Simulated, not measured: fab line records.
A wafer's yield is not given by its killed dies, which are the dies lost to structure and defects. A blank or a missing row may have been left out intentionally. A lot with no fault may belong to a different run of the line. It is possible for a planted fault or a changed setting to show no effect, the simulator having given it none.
fab line records || flow sky130
[record] {"lots": 7, "wafers": 21, "last-day": 50}
route steps=708 shown SD_P@359 RES_XHIGH@360 SALICIDE@361 LI_CONTACT@362
lots with no fault: from the same line, run without faults
start-h: the number of hours between the record's first day and the start of the first shown wafer of the lot || wait-h: how many hours have passed since the lot's step before this one || " same as the row above || L1.1+2: several wafers, shown together as one row || - either no value or no given start || * or withheld: withheld || < > ~ a bound
route shown NAME@n: names a module that has steps shown in the file, with the first one's number in the route || usual: mean/standard deviation taken from wafers without a fault || same: alike in all rows || chamber/n: place in a boat || sites: readings site by site || _std_site: standard deviation across them || _edge_site: outer sites' mean less inner sites' || radius-mm: for every site, how far away it sits from the centre of the wafer || mask NAME#n: copy n || behind: the most recent tool/chamber to have shaped the wafer || hold: cause of the lot's hold/its duration in hours/its outcome || device: which transistor (n, p or np) failed to switch || end of line: at the end of the route, the tests of the same wafers || a step without rows: its recipe alone || killed: not the wafer's yield, but the dies lost to structure and defects at the first sort || map: the dies of a wafer, with x for killed, . for not killed, _ for no die there
set.NAME: the setting as run; set.NAME@STEP: as run at that earlier step || model.NAME: the simulator's own value behind a step, which no gauge read
lots at selected steps of the route; one table per step, one row per wafer
services: when a tool's chamber went out of use (start-h, in hours from the record's first day, below 0 if earlier), for how many hours, and the reason
[[steps]]
[step SKY_SD_N_RS_MEAS_17]
[recipe] {"thk-meas-gauge": "four-point-probe"}
[usual] {"SD_P_RS": "147.1/0.4"}
{"lot.wafer": "L863.1", "tool": "film-metro-02", "chamber": "-", "start-h": 661.67, "wait-h": 0.1, "SD_P_RS[ohm/sq]": 147.5}
{"lot.wafer": "L863.2", "tool": "film-metro-02", "chamber": "-", "start-h": 661.67, "wait-h": 0.1, "SD_P_RS[ohm/sq]": 147.5}
{"lot.wafer": "L863.5", "tool": "film-metro-02", "chamber": "-", "start-h": 661.67, "wait-h": 0.1, "SD_P_RS[ohm/sq]": 147.5}
{"lot.wafer": "L867.1", "tool": "film-metro-01", "chamber": "-", "start-h": 697.09, "wait-h": 0.1, "SD_P_RS[ohm/sq]": 146.0}
{"lot.wafer": "L867.2", "tool": "film-metro-01", "chamber": "-", "start-h": 697.09, "wait-h": 0.1, "SD_P_RS[ohm/sq]": 146.4}
{"lot.wafer": "L867.3", "tool": "film-metro-01", "chamber": "-", "start-h": 697.09, "wait-h": 0.1, "SD_P_RS[ohm/sq]": 146.5}
{"lot.wafer": "L875.2", "tool": "film-metro-02", "chamber": "-", "start-h": 769.64, "wait-h": 0.1, "SD_P_RS[ohm/sq]": 147.6}
{"lot.wafer": "L875.3", "tool": "film-metro-02", "chamber": "-", "start-h": 769.64, "wait-h": 0.1, "SD_P_RS[ohm/sq]": 147.4}
{"lot.wafer": "L875.4", "tool": "film-metro-02", "chamber": "-", "start-h": 769.64, "wait-h": 0.1, "SD_P_RS[ohm/sq]": 147.1}
{"lot.wafer": "L876.3", "tool": "film-metro-03", "chamber": "-", "start-h": 779.75, "wait-h": 0.1, "SD_P_RS[ohm/sq]": 147.1}
{"lot.wafer": "L876.5", "tool": "film-metro-03", "chamber": "-", "start-h": 779.75, "wait-h": 0.1, "SD_P_RS[ohm/sq]": 147.2}
{"lot.wafer": "L876.6", "tool": "film-metro-03", "chamber": "-", "start-h": 779.75, "wait-h": 0.1, "SD_P_RS[ohm/sq]": 147.5}
{"lot.wafer": "L877.2", "tool": "film-metro-02", "chamber": "-", "start-h": 787.18, "wait-h": 0.1, "SD_P_RS[ohm/sq]": 147.8}
{"lot.wafer": "L877.3", "tool": "film-metro-02", "chamber": "-", "start-h": 787.18, "wait-h": 0.1, "SD_P_RS[ohm/sq]": 147.3}
{"lot.wafer": "L877.5", "tool": "film-metro-02", "chamber": "-", "start-h": 787.18, "wait-h": 0.1, "SD_P_RS[ohm/sq]": 147.4}
{"lot.wafer": "L882.1", "tool": "film-metro-02", "chamber": "-", "start-h": 818.43, "wait-h": 0.1, "SD_P_RS[ohm/sq]": 146.9}
{"lot.wafer": "L882.3", "tool": "film-metro-02", "chamber": "-", "start-h": 818.43, "wait-h": 0.1, "SD_P_RS[ohm/sq]": 147.2}
{"lot.wafer": "L882.5", "tool": "film-metro-02", "chamber": "-", "start-h": 818.43, "wait-h": 0.1, "SD_P_RS[ohm/sq]": 146.9}
{"lot.wafer": "L883.2", "tool": "film-metro-01", "chamber": "-", "start-h": 820.49, "wait-h": 0.1, "SD_P_RS[ohm/sq]": 147.5}
{"lot.wafer": "L883.3", "tool": "film-metro-01", "chamber": "-", "start-h": 820.49, "wait-h": 0.1, "SD_P_RS[ohm/sq]": 147.4}
{"lot.wafer": "L883.5", "tool": "film-metro-01", "chamber": "-", "start-h": 820.49, "wait-h": 0.1, "SD_P_RS[ohm/sq]": 147.6}
[step SKY_SD_N_RS_MEAS_18]
[recipe] {"thk-meas-gauge": "four-point-probe"}
[usual] {"RES_XHIGH_RS": "333.3/1.3"}
{"lot.wafer": "L863.1", "tool": "film-metro-02", "chamber": "-", "start-h": 661.79, "wait-h": 0.1, "RES_XHIGH_RS[ohm/sq]": 330.9}
{"lot.wafer": "L863.2", "tool": "film-metro-02", "chamber": "-", "start-h": 661.79, "wait-h": 0.1, "RES_XHIGH_RS[ohm/sq]": 332.1}
{"lot.wafer": "L863.5", "tool": "film-metro-02", "chamber": "-", "start-h": 661.79, "wait-h": 0.1, "RES_XHIGH_RS[ohm/sq]": 332.8}
{"lot.wafer": "L867.1", "tool": "film-metro-01", "chamber": "-", "start-h": 697.21, "wait-h": 0.1, "RES_XHIGH_RS[ohm/sq]": 332.7}
{"lot.wafer": "L867.2", "tool": "film-metro-01", "chamber": "-", "start-h": 697.21, "wait-h": 0.1, "RES_XHIGH_RS[ohm/sq]": 332.9}
{"lot.wafer": "L867.3", "tool": "film-metro-01", "chamber": "-", "start-h": 697.21, "wait-h": 0.1, "RES_XHIGH_RS[ohm/sq]": 332.1}
{"lot.wafer": "L875.2", "tool": "film-metro-02", "chamber": "-", "start-h": 769.76, "wait-h": 0.1, "RES_XHIGH_RS[ohm/sq]": 334.7}
{"lot.wafer": "L875.3", "tool": "film-metro-02", "chamber": "-", "start-h": 769.76, "wait-h": 0.1, "RES_XHIGH_RS[ohm/sq]": 335.1}
{"lot.wafer": "L875.4", "tool": "film-metro-02", "chamber": "-", "start-h": 769.76, "wait-h": 0.1, "RES_XHIGH_RS[ohm/sq]": 335.0}
{"lot.wafer": "L876.3", "tool": "film-metro-03", "chamber": "-", "start-h": 779.87, "wait-h": 0.1, "RES_XHIGH_RS[ohm/sq]": 332.5}
{"lot.wafer": "L876.5", "tool": "film-metro-03", "chamber": "-", "start-h": 779.87, "wait-h": 0.1, "RES_XHIGH_RS[ohm/sq]": 333.7}
{"lot.wafer": "L876.6", "tool": "film-metro-03", "chamber": "-", "start-h": 779.87, "wait-h": 0.1, "RES_XHIGH_RS[ohm/sq]": 331.9}
{"lot.wafer": "L877.2", "tool": "film-metro-02", "chamber": "-", "start-h": 787.30, "wait-h": 0.1, "RES_XHIGH_RS[ohm/sq]": 332.3}
{"lot.wafer": "L877.3", "tool": "film-metro-02", "chamber": "-", "start-h": 787.30, "wait-h": 0.1, "RES_XHIGH_RS[ohm/sq]": 331.9}
{"lot.wafer": "L877.5", "tool": "film-metro-02", "chamber": "-", "start-h": 787.30, "wait-h": 0.1, "RES_XHIGH_RS[ohm/sq]": 331.3}
{"lot.wafer": "L882.1", "tool": "film-metro-02", "chamber": "-", "start-h": 818.55, "wait-h": 0.1, "RES_XHIGH_RS[ohm/sq]": 331.3}
{"lot.wafer": "L882.3", "tool": "film-metro-02", "chamber": "-", "start-h": 818.55, "wait-h": 0.1, "RES_XHIGH_RS[ohm/sq]": 329.6}
{"lot.wafer": "L882.5", "tool": "film-metro-02", "chamber": "-", "start-h": 818.55, "wait-h": 0.1, "RES_XHIGH_RS[ohm/sq]": 331.5}
{"lot.wafer": "L883.2", "tool": "film-metro-01", "chamber": "-", "start-h": 820.61, "wait-h": 0.1, "RES_XHIGH_RS[ohm/sq]": 335.5}
{"lot.wafer": "L883.3", "tool": "film-metro-01", "chamber": "-", "start-h": 820.61, "wait-h": 0.1, "RES_XHIGH_RS[ohm/sq]": 336.1}
{"lot.wafer": "L883.5", "tool": "film-metro-01", "chamber": "-", "start-h": 820.61, "wait-h": 0.1, "RES_XHIGH_RS[ohm/sq]": 335.7}
[step SKY_SALICIDE_CLEAN_00]
[recipe] {"chemistry": "HF-last", "time-s": 30, "dilution": "100:1", "dry": "ipa-marangoni"}
[step SKY_LI_CONTACT_HDPCVD_00]
[recipe] {"material": "PSG", "target-thk-nm": 930, "sigma-open-frac": 0.3, "time-s": 155, "temp-c": 600, "sih4-flow-sccm": 60, "pressure-mtorr": 6}
[step SKY_LI_CONTACT_THK_MEAS_01]
[recipe] {"reads": "PSG_of_LI_CONTACT_HDPCVD_00"}
[usual] {"LI_CONTACT_HDPCVD_THK": "934/9.4"}
{"lot.wafer": "L863.1", "tool": "film-metro-03", "chamber": "-", "start-h": 662.03, "wait-h": 0.1, "LI_CONTACT_HDPCVD_THK[nm]": 941}
{"lot.wafer": "L863.2", "tool": "film-metro-03", "chamber": "-", "start-h": 662.03, "wait-h": 0.1, "LI_CONTACT_HDPCVD_THK[nm]": 933}
{"lot.wafer": "L863.5", "tool": "film-metro-03", "chamber": "-", "start-h": 662.03, "wait-h": 0.1, "LI_CONTACT_HDPCVD_THK[nm]": 936}
{"lot.wafer": "L867.1", "tool": "film-metro-02", "chamber": "-", "start-h": 697.45, "wait-h": 0.1, "LI_CONTACT_HDPCVD_THK[nm]": 940}
{"lot.wafer": "L867.2", "tool": "film-metro-02", "chamber": "-", "start-h": 697.45, "wait-h": 0.1, "LI_CONTACT_HDPCVD_THK[nm]": 924}
{"lot.wafer": "L867.3", "tool": "film-metro-02", "chamber": "-", "start-h": 697.45, "wait-h": 0.1, "LI_CONTACT_HDPCVD_THK[nm]": 928}
{"lot.wafer": "L875.2", "tool": "film-metro-01", "chamber": "-", "start-h": 769.99, "wait-h": 0.1, "LI_CONTACT_HDPCVD_THK[nm]": 944}
{"lot.wafer": "L875.3", "tool": "film-metro-01", "chamber": "-", "start-h": 769.99, "wait-h": 0.1, "LI_CONTACT_HDPCVD_THK[nm]": 936}
{"lot.wafer": "L875.4", "tool": "film-metro-01", "chamber": "-", "start-h": 769.99, "wait-h": 0.1, "LI_CONTACT_HDPCVD_THK[nm]": 946}
{"lot.wafer": "L876.3", "tool": "film-metro-01", "chamber": "-", "start-h": 780.09, "wait-h": 0.1, "LI_CONTACT_HDPCVD_THK[nm]": 928}
{"lot.wafer": "L876.5", "tool": "film-metro-01", "chamber": "-", "start-h": 780.09, "wait-h": 0.1, "LI_CONTACT_HDPCVD_THK[nm]": 909}
{"lot.wafer": "L876.6", "tool": "film-metro-01", "chamber": "-", "start-h": 780.09, "wait-h": 0.1, "LI_CONTACT_HDPCVD_THK[nm]": 929}
{"lot.wafer": "L877.2", "tool": "film-metro-02", "chamber": "-", "start-h": 787.58, "wait-h": 0.1, "LI_CONTACT_HDPCVD_THK[nm]": 927}
{"lot.wafer": "L877.3", "tool": "film-metro-02", "chamber": "-", "start-h": 787.58, "wait-h": 0.1, "LI_CONTACT_HDPCVD_THK[nm]": 928}
{"lot.wafer": "L877.5", "tool": "film-metro-02", "chamber": "-", "start-h": 787.58, "wait-h": 0.1, "LI_CONTACT_HDPCVD_THK[nm]": 924}
{"lot.wafer": "L882.1", "tool": "film-metro-01", "chamber": "-", "start-h": 818.79, "wait-h": 0.1, "LI_CONTACT_HDPCVD_THK[nm]": 938}
{"lot.wafer": "L882.3", "tool": "film-metro-01", "chamber": "-", "start-h": 818.79, "wait-h": 0.1, "LI_CONTACT_HDPCVD_THK[nm]": 926}
{"lot.wafer": "L882.5", "tool": "film-metro-01", "chamber": "-", "start-h": 818.79, "wait-h": 0.1, "LI_CONTACT_HDPCVD_THK[nm]": 930}
{"lot.wafer": "L883.2", "tool": "film-metro-02", "chamber": "-", "start-h": 820.84, "wait-h": 0.1, "LI_CONTACT_HDPCVD_THK[nm]": 931}
{"lot.wafer": "L883.3", "tool": "film-metro-02", "chamber": "-", "start-h": 820.84, "wait-h": 0.1, "LI_CONTACT_HDPCVD_THK[nm]": 922}
{"lot.wafer": "L883.5", "tool": "film-metro-02", "chamber": "-", "start-h": 820.84, "wait-h": 0.1, "LI_CONTACT_HDPCVD_THK[nm]": 925}
[step SKY_LI_CONTACT_CMP_02]
[recipe] {"material": "PSG", "down-force-psi": 4, "platen-rpm": 60, "pad-velocity-m-s": 0.94248}
[usual] {"motor-current-A": "12.2/1.2", "time-to-endpoint-s": "34.5/2.3"}
{"lot.wafer": "L863.2", "tool": "cmp-02", "chamber": 0, "start-h": 662.09, "wait-h": 0.0, "motor-current-A": 10.9, "time-to-endpoint-s": 33.7}
{"lot.wafer": "L863.1", "tool": "cmp-02", "chamber": 2, "start-h": 662.09, "wait-h": 0.0, "motor-current-A": 13.0, "time-to-endpoint-s": 30.0}
{"lot.wafer": "L863.5", "tool": "cmp-02", "chamber": 1, "start-h": 662.09, "wait-h": 0.0, "motor-current-A": 13.6, "time-to-endpoint-s": 30.5}
{"lot.wafer": "L867.3", "tool": "cmp-01", "chamber": 3, "start-h": 697.51, "wait-h": 0.0, "motor-current-A": 13.0, "time-to-endpoint-s": 28.6}
{"lot.wafer": "L867.2", "tool": "cmp-01", "chamber": 0, "start-h": 697.51, "wait-h": 0.0, "motor-current-A": 14.0, "time-to-endpoint-s": 34.2}
{"lot.wafer": "L867.1", "tool": "cmp-01", "chamber": 2, "start-h": 697.51, "wait-h": 0.0, "motor-current-A": 11.6, "time-to-endpoint-s": 34.1}
{"lot.wafer": "L875.3", "tool": "cmp-02", "chamber": 2, "start-h": 770.04, "wait-h": 0.0, "motor-current-A": 13.1, "time-to-endpoint-s": 33.5}
{"lot.wafer": "L875.2", "tool": "cmp-02", "chamber": 0, "start-h": 770.04, "wait-h": 0.0, "motor-current-A": 11.3, "time-to-endpoint-s": 34.2}
{"lot.wafer": "L875.4", "tool": "cmp-02", "chamber": 1, "start-h": 770.04, "wait-h": 0.0, "motor-current-A": 13.8, "time-to-endpoint-s": 36.8}
{"lot.wafer": "L876.3", "tool": "cmp-02", "chamber": 2, "start-h": 780.23, "wait-h": 0.1, "motor-current-A": 12.7, "time-to-endpoint-s": 35.0}
{"lot.wafer": "L876.6", "tool": "cmp-02", "chamber": 0, "start-h": 780.23, "wait-h": 0.1, "motor-current-A": 11.2, "time-to-endpoint-s": 34.4}
{"lot.wafer": "L876.5", "tool": "cmp-02", "chamber": 1, "start-h": 780.23, "wait-h": 0.1, "motor-current-A": 12.9, "time-to-endpoint-s": 35.3}
{"lot.wafer": "L877.3", "tool": "cmp-02", "chamber": 0, "start-h": 787.63, "wait-h": 0.0, "motor-current-A": 11.4, "time-to-endpoint-s": 36.3}
{"lot.wafer": "L877.2", "tool": "cmp-02", "chamber": 2, "start-h": 787.63, "wait-h": 0.0, "motor-current-A": 13.6, "time-to-endpoint-s": 34.1}
{"lot.wafer": "L877.5", "tool": "cmp-02", "chamber": 1, "start-h": 787.63, "wait-h": 0.0, "motor-current-A": 13.7, "time-to-endpoint-s": 36.5}
{"lot.wafer": "L882.1", "tool": "cmp-01", "chamber": 1, "start-h": 818.95, "wait-h": 0.1, "motor-current-A": 12.4, "time-to-endpoint-s": 33.0}
{"lot.wafer": "L882.3", "tool": "cmp-01", "chamber": 2, "start-h": 818.95, "wait-h": 0.1, "motor-current-A": 11.2, "time-to-endpoint-s": 35.5}
{"lot.wafer": "L882.5", "tool": "cmp-01", "chamber": 3, "start-h": 818.95, "wait-h": 0.1, "motor-current-A": 12.7, "time-to-endpoint-s": 36.4}
{"lot.wafer": "L883.3", "tool": "cmp-01", "chamber": 3, "start-h": 820.89, "wait-h": 0.0, "motor-current-A": 11.9, "time-to-endpoint-s": 34.7}
{"lot.wafer": "L883.2", "tool": "cmp-01", "chamber": 2, "start-h": 820.89, "wait-h": 0.0, "motor-current-A": 11.2, "time-to-endpoint-s": 36.0}
{"lot.wafer": "L883.5", "tool": "cmp-01", "chamber": 3, "start-h": 820.89, "wait-h": 0.0, "motor-current-A": 13.1, "time-to-endpoint-s": 35.0}
[step SKY_LI_CONTACT_BOW_MEAS_03]
[recipe] {"mode": "bow"}
[usual] {"LI_CONTACT_BOW": "56/7.1"}
{"lot.wafer": "L863.1", "tool": "film-metro-02", "chamber": "-", "start-h": 662.39, "wait-h": 0.1, "LI_CONTACT_BOW[um]": 52}
{"lot.wafer": "L863.2", "tool": "film-metro-02", "chamber": "-", "start-h": 662.39, "wait-h": 0.1, "LI_CONTACT_BOW[um]": 54}
{"lot.wafer": "L863.5", "tool": "film-metro-02", "chamber": "-", "start-h": 662.39, "wait-h": 0.1, "LI_CONTACT_BOW[um]": 54}
{"lot.wafer": "L867.1", "tool": "film-metro-03", "chamber": "-", "start-h": 697.81, "wait-h": 0.1, "LI_CONTACT_BOW[um]": 57}
{"lot.wafer": "L867.2", "tool": "film-metro-03", "chamber": "-", "start-h": 697.81, "wait-h": 0.1, "LI_CONTACT_BOW[um]": 52}
{"lot.wafer": "L867.3", "tool": "film-metro-03", "chamber": "-", "start-h": 697.81, "wait-h": 0.1, "LI_CONTACT_BOW[um]": 52}
{"lot.wafer": "L875.2", "tool": "film-metro-03", "chamber": "-", "start-h": 770.36, "wait-h": 0.2, "LI_CONTACT_BOW[um]": 61}
{"lot.wafer": "L875.3", "tool": "film-metro-03", "chamber": "-", "start-h": 770.36, "wait-h": 0.2, "LI_CONTACT_BOW[um]": 46}
{"lot.wafer": "L875.4", "tool": "film-metro-03", "chamber": "-", "start-h": 770.36, "wait-h": 0.2, "LI_CONTACT_BOW[um]": 55}
{"lot.wafer": "L876.3", "tool": "film-metro-02", "chamber": "-", "start-h": 780.47, "wait-h": 0.2, "LI_CONTACT_BOW[um]": 57}
{"lot.wafer": "L876.5", "tool": "film-metro-02", "chamber": "-", "start-h": 780.47, "wait-h": 0.2, "LI_CONTACT_BOW[um]": 53}
{"lot.wafer": "L876.6", "tool": "film-metro-02", "chamber": "-", "start-h": 780.47, "wait-h": 0.2, "LI_CONTACT_BOW[um]": 60}
{"lot.wafer": "L877.2", "tool": "film-metro-01", "chamber": "-", "start-h": 787.95, "wait-h": 0.2, "LI_CONTACT_BOW[um]": 51}
{"lot.wafer": "L877.3", "tool": "film-metro-01", "chamber": "-", "start-h": 787.95, "wait-h": 0.2, "LI_CONTACT_BOW[um]": 57}
{"lot.wafer": "L877.5", "tool": "film-metro-01", "chamber": "-", "start-h": 787.95, "wait-h": 0.2, "LI_CONTACT_BOW[um]": 48}
{"lot.wafer": "L882.1", "tool": "film-metro-02", "chamber": "-", "start-h": 819.15, "wait-h": 0.1, "LI_CONTACT_BOW[um]": 54}
{"lot.wafer": "L882.3", "tool": "film-metro-02", "chamber": "-", "start-h": 819.15, "wait-h": 0.1, "LI_CONTACT_BOW[um]": 47}
{"lot.wafer": "L882.5", "tool": "film-metro-02", "chamber": "-", "start-h": 819.15, "wait-h": 0.1, "LI_CONTACT_BOW[um]": 54}
{"lot.wafer": "L883.2", "tool": "film-metro-01", "chamber": "-", "start-h": 821.21, "wait-h": 0.1, "LI_CONTACT_BOW[um]": 63}
{"lot.wafer": "L883.3", "tool": "film-metro-01", "chamber": "-", "start-h": 821.21, "wait-h": 0.1, "LI_CONTACT_BOW[um]": 56}
{"lot.wafer": "L883.5", "tool": "film-metro-01", "chamber": "-", "start-h": 821.21, "wait-h": 0.1, "LI_CONTACT_BOW[um]": 50}
[step SKY_LI_CONTACT_DEHYDRATE_04]
[recipe] {"temp-c": 200, "time-s": 60}
[step SKY_LI_CONTACT_HMDS_05]
[recipe] {"prime-time-s": 60, "prime-temp-c": 120}
[step SKY_LI_CONTACT_COAT_06]
[recipe] {"resist": "BARC", "temp-c": "withheld", "time-s": "withheld", "spin-rpm": 3000, "resist-thk-nm": 60}
[step SKY_LI_CONTACT_COAT_07]
[recipe] {"resist": "KrF-thick", "spin-rpm": 3000, "resist-thk-nm": 450}
[step SKY_LI_CONTACT_SOFTBAKE_08]
[recipe] {"temp-c": 100, "time-s": 90, "resist": "KrF-thick"}
[step SKY_LI_CONTACT_EXPOSE_09]
[recipe] {"mask-id": "LICM1", "na": 0.8, "source-shape": "annular", "sigma-inner": 0.55, "sigma-outer": 0.85, "target-cd-nm": 170, "dose-mj": 38}
[usual] {"exposure-dose-mJ-cm2": "38.00/0.041", "focus-offset-nm": "-0.1/0.46", "sigma-outer": "0.85/0"}
{"lot.wafer": "L863.1", "tool": "krf-scanner-01", "chamber": 0, "start-h": 676.82, "wait-h": "-", "mask": "LICM1#0", "exposure-dose-mJ-cm2": 38.03, "focus-offset-nm": -0.5, "sigma-outer": 0.85}
{"lot.wafer": "L863.2", "tool": "krf-scanner-01", "chamber": 0, "start-h": 676.82, "wait-h": "-", "mask": "LICM1#0", "exposure-dose-mJ-cm2": 38.01, "focus-offset-nm": -0.1, "sigma-outer": 0.85}
{"lot.wafer": "L863.5", "tool": "krf-scanner-01", "chamber": 0, "start-h": 676.82, "wait-h": "-", "mask": "LICM1#0", "exposure-dose-mJ-cm2": 38.11, "focus-offset-nm": -0.4, "sigma-outer": 0.85}
{"lot.wafer": "L867.1", "tool": "krf-scanner-01", "chamber": 0, "start-h": 711.10, "wait-h": "-", "mask": "LICM1#0", "exposure-dose-mJ-cm2": 37.92, "focus-offset-nm": -0.2, "sigma-outer": 0.85}
{"lot.wafer": "L867.2", "tool": "krf-scanner-01", "chamber": 0, "start-h": 711.10, "wait-h": "-", "mask": "LICM1#0", "exposure-dose-mJ-cm2": 37.96, "focus-offset-nm": 0.2, "sigma-outer": 0.85}
{"lot.wafer": "L867.3", "tool": "krf-scanner-01", "chamber": 0, "start-h": 711.10, "wait-h": "-", "mask": "LICM1#0", "exposure-dose-mJ-cm2": 37.99, "focus-offset-nm": -1.4, "sigma-outer": 0.85}
{"lot.wafer": "L875.2", "tool": "krf-scanner-02", "chamber": "-", "start-h": 784.52, "wait-h": "-", "mask": "LICM1#0", "exposure-dose-mJ-cm2": "-", "focus-offset-nm": "-", "sigma-outer": "-"}
{"lot.wafer": "L875.3", "tool": "krf-scanner-02", "chamber": "-", "start-h": 784.52, "wait-h": "-", "mask": "LICM1#0", "exposure-dose-mJ-cm2": "-", "focus-offset-nm": "-", "sigma-outer": "-"}
{"lot.wafer": "L875.4", "tool": "krf-scanner-02", "chamber": "-", "start-h": 784.52, "wait-h": "-", "mask": "LICM1#0", "exposure-dose-mJ-cm2": "-", "focus-offset-nm": "-", "sigma-outer": "-"}
{"lot.wafer": "L876.3", "tool": "krf-scanner-01", "chamber": "-", "start-h": 794.20, "wait-h": "-", "mask": "LICM1#0", "exposure-dose-mJ-cm2": "-", "focus-offset-nm": "-", "sigma-outer": "-"}
{"lot.wafer": "L876.5", "tool": "krf-scanner-01", "chamber": "-", "start-h": 794.20, "wait-h": "-", "mask": "LICM1#0", "exposure-dose-mJ-cm2": "-", "focus-offset-nm": "-", "sigma-outer": "-"}
{"lot.wafer": "L876.6", "tool": "krf-scanner-01", "chamber": "-", "start-h": 794.20, "wait-h": "-", "mask": "LICM1#0", "exposure-dose-mJ-cm2": "-", "focus-offset-nm": "-", "sigma-outer": "-"}
{"lot.wafer": "L877.2", "tool": "krf-scanner-02", "chamber": "-", "start-h": 801.53, "wait-h": "-", "mask": "LICM1#0", "exposure-dose-mJ-cm2": "-", "focus-offset-nm": "-", "sigma-outer": "-"}
{"lot.wafer": "L877.3", "tool": "krf-scanner-02", "chamber": "-", "start-h": 801.53, "wait-h": "-", "mask": "LICM1#0", "exposure-dose-mJ-cm2": "-", "focus-offset-nm": "-", "sigma-outer": "-"}
{"lot.wafer": "L877.5", "tool": "krf-scanner-02", "chamber": "-", "start-h": 801.53, "wait-h": "-", "mask": "LICM1#0", "exposure-dose-mJ-cm2": "-", "focus-offset-nm": "-", "sigma-outer": "-"}
{"lot.wafer": "L882.1", "tool": "krf-scanner-01", "chamber": 0, "start-h": 832.02, "wait-h": "-", "mask": "LICM1#0", "exposure-dose-mJ-cm2": 38.03, "focus-offset-nm": 0.1, "sigma-outer": 0.85}
{"lot.wafer": "L882.3", "tool": "krf-scanner-01", "chamber": 0, "start-h": 832.02, "wait-h": "-", "mask": "LICM1#0", "exposure-dose-mJ-cm2": 38.05, "focus-offset-nm": 0.9, "sigma-outer": 0.85}
{"lot.wafer": "L882.5", "tool": "krf-scanner-01", "chamber": 0, "start-h": 832.02, "wait-h": "-", "mask": "LICM1#0", "exposure-dose-mJ-cm2": 37.98, "focus-offset-nm": 0.4, "sigma-outer": 0.85}
{"lot.wafer": "L883.2", "tool": "krf-scanner-01", "chamber": 0, "start-h": 834.47, "wait-h": "-", "mask": "LICM1#0", "exposure-dose-mJ-cm2": 38.04, "focus-offset-nm": 0.4, "sigma-outer": 0.85}
{"lot.wafer": "L883.3", "tool": "krf-scanner-01", "chamber": 0, "start-h": 834.47, "wait-h": "-", "mask": "LICM1#0", "exposure-dose-mJ-cm2": 38.06, "focus-offset-nm": 0.3, "sigma-outer": 0.85}
{"lot.wafer": "L883.5", "tool": "krf-scanner-01", "chamber": 0, "start-h": 834.47, "wait-h": "-", "mask": "LICM1#0", "exposure-dose-mJ-cm2": 38.04, "focus-offset-nm": 0.6, "sigma-outer": 0.85}
[step SKY_LI_CONTACT_PEB_10]
[recipe] {"peb-temp-c": "withheld", "peb-time-s": "withheld", "resist": "KrF-thick"}
[[services]]
{"tool": "krf-scanner-01", "chamber": "-", "start-h": 658.84, "hours": 1.3, "kind": "pm"}
{"tool": "krf-scanner-02", "chamber": "-", "start-h": 671.89, "hours": 2.2, "kind": "repair"}
{"tool": "cmp-02", "chamber": "-", "start-h": 672.91, "hours": 1.6, "kind": "repair"}
{"tool": "cmp-02", "chamber": "-", "start-h": 676.86, "hours": 2.7, "kind": "pm"}
{"tool": "krf-scanner-01", "chamber": "-", "start-h": 696.42, "hours": 0.8, "kind": "pm"}
{"tool": "cmp-02", "chamber": "-", "start-h": 696.78, "hours": 0.3, "kind": "repair"}
{"tool": "cmp-02", "chamber": "-", "start-h": 712.09, "hours": 0.4, "kind": "repair"}
{"tool": "cmp-01", "chamber": "-", "start-h": 730.13, "hours": 2.4, "kind": "repair"}
{"tool": "krf-scanner-02", "chamber": "-", "start-h": 736.83, "hours": 36.0, "kind": "pm"}
{"tool": "cmp-02", "chamber": "-", "start-h": 744.25, "hours": 4.0, "kind": "pm"}
{"tool": "cmp-01", "chamber": "-", "start-h": 747.34, "hours": 2.3, "kind": "repair"}
{"tool": "cmp-02", "chamber": "-", "start-h": 748.25, "hours": "-", "kind": "consumable-replace:conditioner"}
{"tool": "cmp-02", "chamber": "-", "start-h": 748.25, "hours": "-", "kind": "consumable-replace:pad"}
{"tool": "krf-scanner-02", "chamber": "-", "start-h": 772.83, "hours": 0.8, "kind": "pm"}
{"tool": "krf-scanner-02", "chamber": "-", "start-h": 773.58, "hours": 1.0, "kind": "pm"}
{"tool": "cmp-01", "chamber": "-", "start-h": 777.99, "hours": 6.8, "kind": "repair"}
{"tool": "cmp-01", "chamber": "-", "start-h": 796.39, "hours": 1.4, "kind": "repair"}
{"tool": "krf-scanner-01", "chamber": "-", "start-h": 801.05, "hours": 1.0, "kind": "pm"}
{"tool": "krf-scanner-02", "chamber": "-", "start-h": 806.21, "hours": 1.3, "kind": "pm"}
{"tool": "krf-scanner-01", "chamber": "-", "start-h": 807.51, "hours": 0.8, "kind": "pm"}
{"tool": "cmp-01", "chamber": "-", "start-h": 810.30, "hours": 6.4, "kind": "pm"}
[[key]]
[first-sign] {"step": "SKY_LI_CONTACT_EXPOSE_09", "reading": "tool-record", "direction": "missing"}
effect none on later readings
met-at SKY_LI_CONTACT_EXPOSE_09
struck-wafers L875.2,L875.3,L875.4,L876.3,L876.5,L876.6,L877.2,L877.3,L877.5
later-rows-left-out L875.2,L875.3,L875.4,L876.3,L876.5,L876.6,L877.2,L877.3,L877.5
sort-left-out L875.2,L875.3,L875.4,L876.3,L876.5,L876.6,L877.2,L877.3,L877.5
tester-left-out L875,L876,L877
onset-between 711.10 784.52
[fault] {"kind": "skipped-step-whole", "tool": "krf-scanner-01,krf-scanner-02", "chamber": "-", "onset-h": 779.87, "steps": "SKY_LI_CONTACT_EXPOSE_09", "scope": "struck-lots-only"}
// tester-left-out: of these lots the tester's yield and bins aren't shown, on N5 and GAA mostly nor the transistor test; their killed dies are dies lost to structure and defects alone, not to doping, threshold or leakage, so they don't give the yield
// sort-left-out: the simulated sort isn't trusted on such a fault, so these wafers' sort isn't shown, and their yield isn't known
// later-rows-left-out: the simulator's readings of these wafers behind a module that went badly wrong aren't trusted and aren't shown, but for the sort
